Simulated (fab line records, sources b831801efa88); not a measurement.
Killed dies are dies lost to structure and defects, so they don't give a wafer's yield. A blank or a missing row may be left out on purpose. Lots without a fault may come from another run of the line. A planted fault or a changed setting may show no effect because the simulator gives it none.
Chamber matching | flow sky130 | SKY_VIA2_CMP_02 on cmp-01: 4 sister chambers
The step polishes SiO2. 4 wafers are shown with their chamber, then 10 later ones without.

WAFERS WITH THEIR CHAMBER
wafer  | chamber | motor_current_A (A)
L083.4 | 1       | 11.6
L083.6 | 0       | 11.9
L084.1 | 2       | 13.3
L084.5 | 3       | 12.9

WAFERS WITHOUT THEIR CHAMBER
wafer  | motor_current_A (A)
L084.6 | 11.8
L088.1 | 12.2
L088.2 | 11.7
L088.3 | 13.2
L095.1 | 11.6
L095.5 | 11.7
L095.6 | 12.8
L097.3 | 11.6
L097.4 | 12.4
L097.5 | 12.7

WHICH CHAMBER EACH WENT THROUGH
wafer  | from the rows above               | in truth
L084.6 | can't be placed: 0 or 1           | 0
L088.1 | can't be placed: 0 or 1 or 3      | 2
L088.2 | can't be placed: 1 or 0           | 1
L088.3 | can't be placed: 2 or 3           | 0
L095.1 | can't be placed: 1 or 0           | 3
L095.5 | can't be placed: 1 or 0           | 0
L095.6 | can't be placed: 3 or 2           | 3
L097.3 | can't be placed: 1 or 0           | 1
L097.4 | can't be placed: 0 or 3 or 1 or 2 | 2
L097.5 | can't be placed: 3 or 2           | 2
Placed correctly: 0 of 10. Can't be placed from these rows: 10 (the true chamber is among the candidates in 7). Placed wrongly: 0.
How it was worked out, from the rows above alone: a wafer's distance from a chamber is the root of the sum, over the readings, of the square of ((its reading less the chamber's mean) divided by the reading's scatter). The wafer belongs to the nearest chamber; if the next one is less than 2 further off, it can't be placed. A chamber's mean is the mean of its shown wafers. The scatter: with one shown wafer a chamber, the root of the mean of the squares of how far each hidden wafer lies from its nearest shown one.
